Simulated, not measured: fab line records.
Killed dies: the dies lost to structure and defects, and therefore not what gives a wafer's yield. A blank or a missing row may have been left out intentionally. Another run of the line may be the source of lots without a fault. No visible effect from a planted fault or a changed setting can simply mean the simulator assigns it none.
fab line records	flow gf180mcu
record: lots: 24	wafers: 72	last_day: 34
route steps=602 shown V2@407 V3@452 M4@458 MIM@510
lots with no fault: from the same line, run without faults
start_h: hours from the record's opening day to when the first of the lot's shown wafers began	wait_h: how many hours have passed since the lot's step before this one	" as in the row above	L1.1+2: one row covering several wafers at once	- no value, or no start given	* or withheld: withheld	< > ~ a bound
route shown NAME@n: NAME is a module with steps in the file, n the number in the route of the first one	usual: average and standard deviation across the fault-free wafers	same: alike in all rows	chamber/n: place in a boat	sites: per-site readings	_std_site: their standard deviation	_edge_site: outer sites' mean less inner sites'	radius_mm: for every site, how far away it sits from the centre of the wafer	mask NAME#n: copy n	behind: the most recent tool/chamber to have shaped the wafer	hold: what put the lot on hold/how long, in hours/how the hold closed	device: transistor that didn't switch, given as n, p or np	end of line: tests of these same wafers at the route's end	where a step has no rows: the recipe by itself	killed: dies lost to structure and defects at the first sort, not the wafer's yield	map: shows each die of a wafer: x if killed, . if not, _ if none is there
set.NAME: the setting the step ran with; set.NAME@STEP: the setting that earlier step ran with	model.NAME: the simulator's own value behind a step, which no gauge read
one table for each step of the route and one row for each wafer, over a sample of lots
services: from which hour (start_h, from the record's first day; less than 0 if before it) a tool's chamber was out of use, for how many hours, and why
== steps ==
step: GF_V2_THK_MEAS_25
recipe: thk_meas_gauge: xrf	reads: W_of_V2_CVD_23
usual: V2_W_THK: 345/4.9
lot.wafer	tool	chamber	start_h	wait_h	V2_W_THK[nm]
L074.1	film_metro-04	-	458.63	0.1	343
L074.5	"	-	"	"	343
L074.6	"	-	"	"	347
L075.2	film_metro-04	-	473.35	0.1	343
L075.5	"	-	"	"	344
L075.6	"	-	"	"	347
L076.1	film_metro-01	-	483.85	0.1	333
L076.2	"	-	"	"	336
L076.5	"	-	"	"	341
L077.1	film_metro-01	-	487.59	0.1	350
L077.2	"	-	"	"	348
L077.3	"	-	"	"	344
L078.1	film_metro-04	-	496.93	0.1	341
L078.4	"	-	"	"	342
L078.5	"	-	"	"	347
L079.1	film_metro-02	-	504.19	0.1	351
L079.4	"	-	"	"	348
L079.6	"	-	"	"	352
L080.3	film_metro-02	-	519.57	0.1	346
L080.4	"	-	"	"	351
L080.6	"	-	"	"	349
L081.2	film_metro-04	-	526.34	0.1	349
L081.3	"	-	"	"	347
L081.5	"	-	"	"	343
L082.1	film_metro-01	-	534.83	0.1	336
L082.4	"	-	"	"	335
L082.6	"	-	"	"	341
L083.1	film_metro-02	-	539.55	0.1	346
L083.2	"	-	"	"	356
L083.3	"	-	"	"	354
L084.1	film_metro-01	-	554.49	0.1	351
L084.3	"	-	"	"	352
L084.5	"	-	"	"	349
L085.1	film_metro-02	-	557.01	0.1	349
L085.3	"	-	"	"	347
L085.5	"	-	"	"	347
L086.1	film_metro-02	-	575.65	0.1	347
L086.5	"	-	"	"	350
L086.6	"	-	"	"	351
L087.1	film_metro-01	-	585.65	0.1	339
L087.4	"	-	"	"	342
L087.5	"	-	"	"	347
L088.2	film_metro-01	-	588.99	0.1	337
L088.4	"	-	"	"	343
L088.5	"	-	"	"	336
L089.1	film_metro-01	-	593.90	0.1	338
L089.3	"	-	"	"	346
L089.5	"	-	"	"	339
L090.3	film_metro-01	-	600.52	0.1	344
L090.5	"	-	"	"	346
L090.6	"	-	"	"	345
L091.3	film_metro-02	-	610.60	0.1	346
L091.5	"	-	"	"	349
L091.6	"	-	"	"	355
L092.1	film_metro-01	-	617.90	0.1	352
L092.2	"	-	"	"	342
L092.4	"	-	"	"	339
L093.1	film_metro-04	-	624.55	0.1	340
L093.4	"	-	"	"	336
L093.5	"	-	"	"	340
L094.1	film_metro-01	-	628.56	0.1	343
L094.2	"	-	"	"	341
L094.6	"	-	"	"	336
L095.1	film_metro-04	-	638.18	0.1	340
L095.3	"	-	"	"	345
L095.6	"	-	"	"	341
L096.1	film_metro-02	-	645.25	0.1	347
L096.4	"	-	"	"	348
L096.5	"	-	"	"	350
L097.1	film_metro-02	-	651.34	0.1	349
L097.3	"	-	"	"	347
L097.5	"	-	"	"	347
step: GF_V3_CVD_23
recipe: material: W	target_thk_nm: 350	time_s: 104.9	temp_c: 400	pressure_torr: 40
usual: heater_power_w: 790/110
lot.wafer	tool	chamber	start_h	wait_h	heater_power_w
L074.1	cvd_w-02	1	509.40	0.0	988
L074.5	"	0	"	"	689
L074.6	"	1	"	"	979
L075.2	cvd_w-02	0	523.62	0.0	716
L075.5	"	1	"	"	961
L075.6	"	0	"	"	696
L076.1	cvd_w-01	0	533.28	0.0	723
L076.2	"	1	"	"	731
L076.5	"	0	"	"	720
L077.1	cvd_w-01	1	536.97	0.0	740
L077.2	"	0	"	"	713
L077.3	"	0	"	"	720
L078.1	cvd_w-02	1	545.81	0.0	976
L078.4	"	1	"	"	990
L078.5	"	0	"	"	698
L079.1	cvd_w-02	0	553.16	0.0	718
L079.4	"	0	"	"	696
L079.6	"	0	"	"	704
L080.3	cvd_w-02	1	569.01	0.1	976
L080.4	"	0	"	"	698
L080.6	"	1	"	"	996
L081.2	cvd_w-01	0	574.32	0.0	717
L081.3	"	0	"	"	719
L081.5	"	0	"	"	746
L082.1	cvd_w-01	1	582.19	0.0	763
L082.4	"	1	"	"	736
L082.6	"	0	"	"	724
L083.1	cvd_w-01	0	585.80	0.0	748
L083.2	"	1	"	"	756
L083.3	"	0	"	"	717
L084.1	cvd_w-01	1	600.71	0.0	725
L084.3	"	1	"	"	742
L084.5	"	0	"	"	735
L085.1	cvd_w-02	1	603.31	0.0	962
L085.3	"	1	"	"	957
L085.5	"	1	"	"	998
L086.1	cvd_w-02	0	621.77	0.0	708
L086.5	"	0	"	"	714
L086.6	"	1	"	"	969
L087.1	cvd_w-01	0	630.66	0.0	737
L087.4	"	1	"	"	728
L087.5	"	1	"	"	746
L088.2	cvd_w-02	0	633.47	0.0	708
L088.4	"	1	"	"	989
L088.5	"	1	"	"	988
L089.1	cvd_w-02	1	638.22	0.0	986
L089.3	"	1	"	"	990
L089.5	"	1	"	"	985
L090.3	cvd_w-02	0	644.05	0.1	714
L090.5	"	0	"	"	711
L090.6	"	1	"	"	1005
L091.3	cvd_w-01	0	653.11	0.1	723
L091.5	"	0	"	"	739
L091.6	"	1	"	"	743
L092.1	cvd_w-01	0	660.98	0.0	735
L092.2	"	0	"	"	728
L092.4	"	0	"	"	736
L093.1	cvd_w-01	0	667.31	0.0	730
L093.4	"	0	"	"	727
L093.5	"	0	"	"	721
L094.1	cvd_w-01	1	671.00	0.0	747
L094.2	"	0	"	"	723
L094.6	"	0	"	"	740
L095.1	cvd_w-01	0	680.13	0.0	740
L095.3	"	1	"	"	752
L095.6	"	1	"	"	748
L096.1	cvd_w-02	0	686.66	0.0	712
L096.4	"	0	"	"	728
L096.5	"	1	"	"	995
L097.1	cvd_w-02	1	692.53	0.0	956
L097.3	"	1	"	"	991
L097.5	"	0	"	"	700
step: GF_M4_SPUTTER_02
recipe: material: AlCu	target_thk_nm: 450	power_w: 10600	time_s: 23.9	chamber_pressure_pa: 0.4
usual: throttle_valve_pct: 30.1/1
lot.wafer	tool	chamber	start_h	wait_h	throttle_valve_pct
L074.1	pvd_sputter-04	-	510.12	0.0	28.5
L074.5	"	-	"	"	28.9
L074.6	"	-	"	"	30.5
L075.2	pvd_sputter-03	-	524.34	0.0	31.9
L075.5	"	-	"	"	30.1
L075.6	"	-	"	"	32.2
L076.1	pvd_sputter-01	-	534.00	0.0	31.6
L076.2	"	-	"	"	29.4
L076.5	"	-	"	"	29.6
L077.1	pvd_sputter-01	-	537.69	0.0	30.0
L077.2	"	-	"	"	31.4
L077.3	"	-	"	"	30.4
L078.1	pvd_sputter-01	-	546.53	0.0	31.5
L078.4	"	-	"	"	29.9
L078.5	"	-	"	"	29.8
L079.1	pvd_sputter-03	-	553.88	0.0	30.1
L079.4	"	-	"	"	29.5
L079.6	"	-	"	"	31.9
L080.3	pvd_sputter-03	-	569.69	0.0	30.0
L080.4	"	-	"	"	29.0
L080.6	"	-	"	"	30.4
L081.2	pvd_sputter-01	-	575.04	0.0	29.7
L081.3	"	-	"	"	30.0
L081.5	"	-	"	"	29.4
L082.1	pvd_sputter-03	-	582.92	0.0	32.0
L082.4	"	-	"	"	29.1
L082.6	"	-	"	"	29.3
L083.1	pvd_sputter-04	-	586.53	0.0	30.4
L083.2	"	-	"	"	28.6
L083.3	"	-	"	"	28.7
L084.1	pvd_sputter-01	-	601.43	0.0	29.1
L084.3	"	-	"	"	30.3
L084.5	"	-	"	"	29.7
L085.1	pvd_sputter-04	-	604.05	0.0	28.4
L085.3	"	-	"	"	30.5
L085.5	"	-	"	"	28.7
L086.1	pvd_sputter-03	-	622.49	0.0	32.2
L086.5	"	-	"	"	30.3
L086.6	"	-	"	"	31.9
L087.1	pvd_sputter-01	-	631.38	0.0	30.2
L087.4	"	-	"	"	29.5
L087.5	"	-	"	"	29.9
L088.2	pvd_sputter-03	-	634.19	0.0	30.1
L088.4	"	-	"	"	32.2
L088.5	"	-	"	"	29.8
L089.1	pvd_sputter-01	-	638.94	0.0	31.5
L089.3	"	-	"	"	29.3
L089.5	"	-	"	"	30.1
L090.3	pvd_sputter-01	-	644.74	0.0	29.7
L090.5	"	-	"	"	30.3
L090.6	"	-	"	"	31.7
L091.3	pvd_sputter-01	-	653.80	0.0	30.3
L091.5	"	-	"	"	31.4
L091.6	"	-	"	"	30.3
L092.1	pvd_sputter-03	-	661.82	0.0	31.9
L092.2	"	-	"	"	30.0
L092.4	"	-	"	"	29.3
L093.1	pvd_sputter-01	-	668.15	0.0	29.4
L093.4	"	-	"	"	30.2
L093.5	"	-	"	"	30.0
L094.1	pvd_sputter-04	-	671.72	0.0	28.7
L094.2	"	-	"	"	30.6
L094.6	"	-	"	"	30.2
L095.1	pvd_sputter-01	-	680.95	0.0	29.9
L095.3	"	-	"	"	30.1
L095.6	"	-	"	"	29.3
L096.1	pvd_sputter-01	-	687.38	0.0	31.4
L096.4	"	-	"	"	30.2
L096.5	"	-	"	"	31.4
L097.1	pvd_sputter-04	-	693.26	0.0	28.3
L097.3	"	-	"	"	28.7
L097.5	"	-	"	"	30.6
step: GF_M4_METAL_ETCH_16
recipe: chemistry: Cl2/BCl3	mask_material: KrF	target_depth_nm: 627.5	stop_on: SiO2	pressure_mtorr: 8	icp_w: 800	bias_w: 140	Cl2_flow_sccm: 80	bcl3_flow_sccm: 40	time_s: 104.6
usual: bcl3_flow_sccm: 40.00/0.11	drypump_motor_current_A: 6.00/0.28	oes_product_au: 0.972/0.0058	throttle_valve_pct: 28.249/0.011
lot.wafer	tool	chamber	start_h	wait_h	bcl3_flow_sccm	drypump_motor_current_A	oes_product_au	rf_hours_counter_h	throttle_valve_pct
L074.1	rie_metal-03	0	533.59	0.0	39.94	5.45	0.961	10	28.249
L074.5	"	1	"	"	39.88	5.89	0.976	-	28.239
L074.6	"	0	"	"	39.90	5.44	0.969	-	28.264
L075.2	rie_metal-04	0	547.19	0.0	40.21	6.41	0.962	0	28.259
L075.5	"	0	"	"	40.09	6.42	0.975	-	28.254
L075.6	"	1	"	"	39.87	6.03	0.970	-	28.248
L076.1	rie_metal-04	1	556.43	0.0	40.06	6.01	0.966	11	28.259
L076.2	"	0	"	"	40.03	6.45	0.965	1	28.248
L076.5	"	1	"	"	39.98	6.03	0.971	-	28.244
L077.1	rie_metal-01	0	560.50	0.0	39.93	6.06	0.972	3	28.254
L077.2	"	1	"	"	39.96	5.82	0.970	6	28.254
L077.3	"	1	"	"	40.00	5.85	0.968	-	28.246
L078.1	rie_metal-01	1	568.54	0.0	39.95	5.84	0.967	6	28.234
L078.4	"	0	"	"	40.01	6.06	0.972	-	28.264
L078.5	"	0	"	"	39.93	6.09	0.973	-	28.263
L079.1	rie_metal-01	0	575.43	0.0	39.92	6.06	0.979	3	28.233
L079.4	"	1	"	"	40.06	5.83	0.978	-	28.256
L079.6	"	1	"	"	39.96	5.83	0.973	-	28.244
L080.3	rie_metal-01	0	590.89	0.1	40.09	6.06	0.982	-	28.215
L080.4	"	1	"	"	39.94	5.84	0.978	-	28.244
L080.6	"	0	"	"	40.05	6.05	0.977	-	28.236
L081.2	rie_metal-04	0	596.43	0.1	39.77	6.44	0.963	-	28.258
L081.3	"	0	"	"	39.83	6.41	0.973	-	28.258
L081.5	"	0	"	"	40.08	6.41	0.963	-	28.259
L082.1	rie_metal-04	0	604.25	0.0	39.87	6.43	0.969	3	28.261
L082.4	"	1	"	"	39.87	6.03	0.966	-	28.248
L082.6	"	1	"	"	39.99	6.04	0.976	-	28.268
L083.1	rie_metal-04	1	607.72	0.0	40.10	6.03	0.960	0	28.245
L083.2	"	0	"	"	40.04	6.41	0.966	3	28.275
L083.3	"	0	"	"	39.99	6.40	0.971	-	28.257
L084.1	rie_metal-03	1	622.17	0.0	39.95	5.88	0.972	5	28.247
L084.3	"	0	"	"	39.97	5.44	0.982	-	28.241
L084.5	"	1	"	"	39.84	5.87	0.983	-	28.228
L085.1	rie_metal-03	1	624.58	0.0	40.01	5.89	0.972	5	28.248
L085.3	"	1	"	"	40.05	5.89	0.970	-	28.242
L085.5	"	1	"	"	40.02	5.87	0.980	-	28.243
L086.1	rie_metal-04	1	642.63	0.0	40.05	6.04	0.967	1	28.242
L086.5	"	1	"	"	39.94	6.03	0.975	-	28.237
L086.6	"	0	"	"	40.06	6.43	0.971	-	28.251
L087.1	rie_metal-03	1	651.34	0.0	39.94	5.87	0.977	6	28.250
L087.4	"	0	"	"	39.99	5.44	0.971	-	28.237
L087.5	"	0	"	"	39.91	5.47	0.972	-	28.250
L088.2	rie_metal-01	0	654.58	0.0	40.02	6.08	0.974	6	28.250
L088.4	"	0	"	"	40.07	6.06	0.973	-	28.242
L088.5	"	0	"	"	40.13	6.07	0.977	-	28.257
L089.1	rie_metal-04	0	658.78	0.0	39.77	6.43	0.980	4	28.239
L089.3	"	1	"	"	39.93	6.07	0.973	-	28.242
L089.5	"	0	"	"	39.89	6.44	0.971	-	28.237
L090.3	rie_metal-01	1	664.14	0.1	40.15	5.84	0.969	-	28.248
L090.5	"	1	"	"	40.14	5.83	0.967	-	28.261
L090.6	"	0	"	"	39.98	6.04	0.965	-	28.249
L091.3	rie_metal-01	0	673.24	0.1	40.02	6.04	0.978	-	28.236
L091.5	"	1	"	"	40.10	5.84	0.976	-	28.258
L091.6	"	0	"	"	40.05	6.04	0.963	-	28.247
L092.1	rie_metal-04	0	681.14	0.0	40.07	6.42	0.975	5	28.261
L092.2	"	1	"	"	40.01	6.02	0.968	2	28.237
L092.4	"	0	"	"	39.72	6.41	0.962	-	28.259
L093.1	rie_metal-03	1	687.15	0.0	40.04	5.88	0.984	7	28.243
L093.4	"	0	"	"	40.15	5.43	0.969	-	28.251
L093.5	"	0	"	"	40.09	5.42	0.977	-	28.261
L094.1	rie_metal-01	1	691.04	0.0	39.93	5.84	0.978	11	28.255
L094.2	"	0	"	"	40.11	6.07	0.970	7	28.263
L094.6	"	1	"	"	40.00	5.84	0.971	-	28.231
L095.1	rie_metal-01	1	699.73	0.0	40.01	5.85	0.970	11	28.249
L095.3	"	1	"	"	40.03	5.84	0.965	-	28.249
L095.6	"	0	"	"	39.94	6.07	0.967	-	28.259
L096.1	rie_metal-01	0	706.04	0.0	40.01	6.05	0.980	8	28.245
L096.4	"	0	"	"	40.22	6.09	0.980	-	28.247
L096.5	"	1	"	"	39.96	5.85	0.983	-	28.222
L097.1	rie_metal-04	0	711.83	0.0	40.22	6.41	0.978	6	28.253
L097.3	"	1	"	"	39.91	6.06	0.962	-	28.266
L097.5	"	0	"	"	40.16	6.41	0.966	-	28.254
step: GF_M4_STRIP_17
recipe: chemistry: O2/N2	power_w: 1400	pressure_mtorr: 1500	platen_temp_c: 250	o2_flow_sccm: 3000	n2_flow_sccm: 300	overash_fraction: 0.5
usual: drypump_motor_current_A: 5.7/0.56	heater_power_w: 332/37	oes_product_au: 0.558/0.005	strip_time_to_endpoint_s: 7.87/0.041
lot.wafer	tool	chamber	start_h	wait_h	drypump_motor_current_A	heater_power_w	oes_product_au	rf_hours_counter_h	strip_time_to_endpoint_s
L074.1	plasma_asher-04	0	533.70	0.1	5.0	345	0.556	11	7.82
L074.5	"	1	"	"	5.3	306	0.558	-	7.86
L074.6	"	0	"	"	4.9	336	0.556	-	7.82
L075.2	plasma_asher-04	0	547.30	0.1	5.0	356	0.560	13	7.90
L075.5	"	1	"	"	5.3	312	0.560	-	7.89
L075.6	"	0	"	"	5.0	346	0.562	-	7.91
L076.1	plasma_asher-04	1	556.55	0.1	5.3	299	0.552	14	7.81
L076.2	"	0	"	"	5.0	338	0.550	14	7.87
L076.5	"	0	"	"	5.0	347	0.557	-	7.83
L077.1	plasma_asher-03	1	560.61	0.1	6.1	296	0.556	42	7.80
L077.2	"	0	"	"	6.4	401	0.555	42	7.80
L077.3	"	1	"	"	6.1	294	0.566	-	7.84
L078.1	plasma_asher-03	1	568.66	0.1	6.0	298	0.560	42	7.89
L078.4	"	0	"	"	6.4	393	0.565	-	7.89
L078.5	"	1	"	"	6.1	301	0.561	-	7.86
L079.1	plasma_asher-03	1	575.55	0.1	6.1	300	0.553	43	7.85
L079.4	"	1	"	"	6.1	296	0.565	-	7.89
L079.6	"	0	"	"	6.4	394	0.561	-	7.88
L080.3	plasma_asher-04	0	591.00	0.1	5.0	336	0.558	-	7.84
L080.4	"	1	"	"	5.2	297	0.552	-	7.86
L080.6	"	0	"	"	5.0	338	0.553	-	7.83
L081.2	plasma_asher-02	1	596.62	0.1	5.9	332	0.554	98	7.92
L081.3	"	0	"	"	6.3	303	0.549	-	7.89
L081.5	"	1	"	"	6.0	333	0.562	-	7.90
L082.1	plasma_asher-03	0	604.36	0.1	6.4	402	0.568	45	7.94
L082.4	"	1	"	"	6.0	294	0.559	-	7.96
L082.6	"	1	"	"	6.1	301	0.562	-	7.94
L083.1	plasma_asher-04	1	607.83	0.1	5.3	307	0.551	19	7.86
L083.2	"	0	"	"	4.9	339	0.553	19	7.90
L083.3	"	1	"	"	5.3	299	0.556	-	7.87
L084.1	plasma_asher-04	1	622.32	0.1	5.3	305	0.560	21	7.80
L084.3	"	0	"	"	5.0	344	0.550	-	7.83
L084.5	"	1	"	"	5.3	304	0.560	-	7.84
L085.1	plasma_asher-04	1	624.70	0.1	5.3	305	0.563	21	7.93
L085.3	"	0	"	"	4.9	345	0.554	-	7.90
L085.5	"	1	"	"	5.3	313	0.562	-	7.90
L086.1	plasma_asher-02	0	642.75	0.1	6.3	307	0.556	103	7.93
L086.5	"	1	"	"	6.0	320	0.560	-	7.97
L086.6	"	0	"	"	6.3	294	0.555	-	7.90
L087.1	plasma_asher-04	0	651.46	0.1	5.0	348	0.556	24	7.86
L087.4	"	1	"	"	5.3	297	0.561	-	7.86
L087.5	"	0	"	"	5.0	343	0.555	-	7.85
L088.2	plasma_asher-03	0	654.70	0.1	6.4	401	0.557	51	7.87
L088.4	"	1	"	"	6.1	301	0.558	-	7.91
L088.5	"	0	"	"	6.4	398	0.560	-	7.86
L089.1	plasma_asher-03	0	658.90	0.1	6.4	397	0.553	51	7.92
L089.3	"	1	"	"	6.1	302	0.562	-	7.96
L089.5	"	0	"	"	6.4	403	0.552	-	7.90
L090.3	plasma_asher-04	0	664.24	0.1	4.9	353	0.565	-	7.86
L090.5	"	1	"	"	5.3	309	0.566	-	7.84
L090.6	"	0	"	"	5.0	351	0.559	-	7.83
L091.3	plasma_asher-02	1	673.34	0.1	6.0	326	0.547	-	7.83
L091.5	"	0	"	"	6.3	305	0.553	-	7.86
L091.6	"	1	"	"	6.0	324	0.554	-	7.84
L092.1	plasma_asher-03	0	681.26	0.1	6.4	397	0.561	54	7.87
L092.2	"	1	"	"	6.1	297	0.559	54	7.92
L092.4	"	0	"	"	6.5	413	0.559	-	7.89
L093.1	plasma_asher-03	0	687.26	0.1	6.4	402	0.557	55	7.84
L093.4	"	0	"	"	6.4	412	0.549	-	7.85
L093.5	"	1	"	"	6.0	301	0.559	-	7.85
L094.1	plasma_asher-03	1	691.16	0.1	6.0	296	0.555	55	7.78
L094.2	"	0	"	"	6.4	410	0.547	55	7.78
L094.6	"	1	"	"	6.0	299	0.552	-	7.81
L095.1	plasma_asher-02	0	699.88	0.1	6.3	300	0.560	110	7.86
L095.3	"	0	"	"	6.3	300	0.556	-	7.91
L095.6	"	0	"	"	6.2	305	0.550	-	7.83
L096.1	plasma_asher-04	0	706.16	0.1	4.9	350	0.550	26	7.82
L096.4	"	1	"	"	5.3	310	0.565	-	7.84
L096.5	"	1	"	"	5.3	296	0.562	-	7.86
L097.1	plasma_asher-04	1	711.95	0.1	5.3	305	0.557	27	7.88
L097.3	"	1	"	"	5.3	304	0.558	-	7.88
L097.5	"	1	"	"	5.3	317	0.559	-	7.90
step: GF_MIM_SPUTTER_07
recipe: material: TiN	target_thk_nm: 60	power_w: 6500	time_s: 50	chamber_pressure_pa: 0.4
usual: throttle_valve_pct: 29.9/1.1
lot.wafer	tool	chamber	start_h	wait_h	throttle_valve_pct
L074.1	pvd_sputter-02	-	559.08	0.1	30.5
L074.5	"	-	"	"	29.9
L074.6	"	-	"	"	31.9
L075.2	pvd_sputter-04	-	572.17	0.0	28.5
L075.5	"	-	"	"	29.0
L075.6	"	-	"	"	28.5
L076.1	pvd_sputter-02	-	581.74	0.1	29.2
L076.2	"	-	"	"	30.0
L076.5	"	-	"	"	29.2
L077.1	pvd_sputter-04	-	585.21	0.1	28.6
L077.2	"	-	"	"	28.8
L077.3	"	-	"	"	28.8
L078.1	pvd_sputter-02	-	593.09	0.1	29.3
L078.4	"	-	"	"	30.3
L078.5	"	-	"	"	31.8
L079.1	pvd_sputter-04	-	600.41	0.1	28.5
L079.4	"	-	"	"	28.6
L079.6	"	-	"	"	28.6
L080.3	pvd_sputter-02	-	614.78	0.0	29.9
L080.4	"	-	"	"	31.0
L080.6	"	-	"	"	30.1
L081.2	pvd_sputter-01	-	620.23	0.0	30.1
L081.3	"	-	"	"	31.4
L081.5	"	-	"	"	29.5
L082.1	pvd_sputter-01	-	627.38	0.1	31.5
L082.4	"	-	"	"	30.1
L082.6	"	-	"	"	31.3
L083.1	pvd_sputter-01	-	631.74	0.1	31.7
L083.2	"	-	"	"	30.0
L083.3	"	-	"	"	29.5
L084.1	pvd_sputter-04	-	645.48	0.1	30.3
L084.3	"	-	"	"	28.5
L084.5	"	-	"	"	30.6
L085.1	pvd_sputter-01	-	648.25	0.1	30.1
L085.3	"	-	"	"	30.3
L085.5	"	-	"	"	29.5
L086.1	pvd_sputter-01	-	665.01	0.1	29.4
L086.5	"	-	"	"	30.2
L086.6	"	-	"	"	29.9
L087.1	pvd_sputter-04	-	673.52	0.1	30.5
L087.4	"	-	"	"	28.4
L087.5	"	-	"	"	28.9
L088.2	pvd_sputter-04	-	677.11	0.0	28.9
L088.4	"	-	"	"	28.7
L088.5	"	-	"	"	30.6
L089.1	pvd_sputter-04	-	680.83	0.1	28.7
L089.3	"	-	"	"	30.2
L089.5	"	-	"	"	28.5
L090.3	pvd_sputter-04	-	686.47	0.0	29.0
L090.5	"	-	"	"	28.4
L090.6	"	-	"	"	30.8
L091.3	pvd_sputter-02	-	694.77	0.0	30.8
L091.5	"	-	"	"	29.3
L091.6	"	-	"	"	31.8
L092.1	pvd_sputter-02	-	702.36	0.1	30.1
L092.2	"	-	"	"	30.6
L092.4	"	-	"	"	29.4
L093.1	pvd_sputter-04	-	708.67	0.1	28.6
L093.4	"	-	"	"	28.5
L093.5	"	-	"	"	30.1
L094.1	pvd_sputter-01	-	713.07	0.1	29.4
L094.2	"	-	"	"	30.0
L094.6	"	-	"	"	29.5
L095.1	pvd_sputter-01	-	721.24	0.1	29.3
L095.3	"	-	"	"	30.1
L095.6	"	-	"	"	30.2
L096.1	pvd_sputter-04	-	727.04	0.1	28.5
L096.4	"	-	"	"	28.6
L096.5	"	-	"	"	28.6
L097.1	pvd_sputter-02	-	732.96	0.1	30.0
L097.3	"	-	"	"	31.9
L097.5	"	-	"	"	30.2
== services ==
tool	chamber	start_h	hours	kind
rie_metal-04	-	485.47	2.8	pm
cvd_w-02	1	493.01	14.5	repair
cvd_w-02	-	496.41	1.5	repair
rie_metal-01	-	497.39	0.5	repair
pvd_sputter-02	-	499.78	7.5	repair
cvd_w-02	-	501.20	6.9	pm
pvd_sputter-01	-	505.20	2.9	repair
rie_metal-04	-	520.11	15.6	pm
pvd_sputter-01	-	535.17	1.9	repair
cvd_w-01	1	564.65	3.8	repair
plasma_asher-03	-	571.79	2.9	repair
plasma_asher-03	-	596.13	2.3	repair
pvd_sputter-02	-	619.51	12.8	repair
cvd_w-01	-	628.69	0.3	repair
pvd_sputter-02	-	630.71	3.2	repair
cvd_w-01	-	639.73	1.1	repair
cvd_w-01	1	654.34	14.7	repair
pvd_sputter-02	-	661.49	9.6	repair
plasma_asher-04	-	669.91	36.1	pm
pvd_sputter-03	-	679.67	0.6	repair
cvd_w-01	-	687.62	6.0	pm
plasma_asher-03	-	697.58	8.2	repair
pvd_sputter-02	-	715.19	6.6	repair
plasma_asher-04	-	723.75	4.3	pm
== key ==
fault none
